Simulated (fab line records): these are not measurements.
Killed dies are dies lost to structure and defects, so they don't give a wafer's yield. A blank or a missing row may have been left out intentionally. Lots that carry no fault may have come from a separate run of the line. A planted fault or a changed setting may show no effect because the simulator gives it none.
Problem report in the 8D (eight disciplines) form, filled by code | flow sky130 | the parts of the form that need people (team, actions taken, sign-off) are left out

## 1. THE PROBLEM
overpolish-run-s at SKY_VIA4_CMP_21 reads a mean of 0.041 s on 2 wafers of 2 lots; wafers without a fault read 24.999 s with a standard deviation of 0.0094. That is -99 or more standard deviations from the usual mean.
The step: polishes, stops on SiO2, t overpolish 25 s, target thk 0 nm.
Earliest sighting: wafer L454.1 on cmp-01 at day 46 03:19. Wafers with a number at this step in the record: 39, from 13 lots. By rule, "out" or "out of limits" means more than 4 standard deviations away from the usual mean. The rest of the wafers with a number are treated as sound.

## 2. WHAT THIS IS AND IS NOT
question                    | is                                   | is not
which readings at this step | overpolish-run-s, time-to-endpoint-s | motor-current-A
which lots                  | L454, L455                           | L442, L443, L444, L445, L448, L452, L456, L459, L460, L461, L464
which wafers of those lots  | L454.1, L455.1                       | L454.3, L454.6, L455.3, L455.5
read on which tools         | cmp-01                               | cmp-02
when                        | from day 46 03:19                    | up to then (20 sound wafers); but 17 sound wafers of L455, L456, L459, L460, L461, L464 came after

## 3. SUSPECTS, AND WHAT RULES EACH OUT
Counting: if a tool at a process step up to the reading ran every lot that is out, it stays a suspect. Sound lots after the first of them don't rule it out here, since some wafers of a struck lot are sound.
- cmp-01 at SKY_VIA4_CMP_21 (polishes, stops on SiO2, t overpolish 25 s, target thk 0 nm): kept. Ran every lot that is out, first one L454 (day 46 03:19); last sound lot up to then L445 (day 43 18:56). Its own overpolish-run-s, time-to-endpoint-s readings are out on those wafers.
- Within cmp-01 at SKY_VIA4_CMP_21: the wafers that are out ran in chambers 1, 2; their sound lot-mates ran in chambers 0, 3.
Remaining after the count: cmp-01 at SKY_VIA4_CMP_21.

## 4. THE CAUSE (what the simulator had put in)
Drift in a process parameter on cmp-01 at SKY_VIA4_CMP_21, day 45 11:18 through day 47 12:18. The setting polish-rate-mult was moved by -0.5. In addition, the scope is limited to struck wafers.
The count eliminated every tool but this one.

## 5. SEQUENCE OF EFFECTS, ordered by route
One row per reading whose mean, taken over the struck wafers that have a number, lies over 3 standard deviations from the usual. Only readings for which the record gives a usual standard deviation are gone through. hours: the time from each lot's start at the first step in this table that gives one to its start at this step, as a median over the lots. sigmas: the change in usual standard deviations.
hours | step                  | reading              | usual    | on struck wafers | change  | sigmas
0     | SKY_VIA4_CMP_21       | overpolish-run-s     | 24.999 s | 0.041            | -24.957 | -99 or more
0     | SKY_VIA4_CMP_21       | time-to-endpoint-s   | 120 s    | 190              | +70     | +17
62    | SKY_PAD_OPEN_PROBE_99 | defect-limited-yield | 81.9 %   | 0.0              | -81.9   | -43
62    | SKY_PAD_OPEN_PROBE_99 | killed_at_M4_up      | 3.2      | 406.5            | +403.3  | +99 or more
62    | SKY_PAD_OPEN_PROBE_99 | killed-dies          | 89       | 492              | +403    | +43
62    | SKY_PAD_OPEN_PROBE_99 | killed-on-rim        | 17       | 96               | +79     | +21
62    | SKY_PAD_OPEN_PROBE_99 | sort_bin_3_pad_short | 0.9 %    | 82.7             | +81.8   | +99 or more
62    | SKY_PAD_OPEN_PROBE_99 | sort-n-pass          | 403      | 0                | -403    | -43
62    | SKY_PAD_OPEN_PROBE_99 | sort-yield-pct       | 81.9 %   | 0.0              | -81.9   | -43
Here are the process steps it includes:
- SKY_VIA4_CMP_21: polishes, stops on SiO2, t overpolish 25 s, target thk 0 nm.
- SKY_PAD_OPEN_PROBE_99

## 6. HOW IT WOULD HAVE BEEN CAUGHT EARLIER
In this record no reading fell out of limits until day 46 03:19, 16 hours after the fault had begun at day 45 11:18.
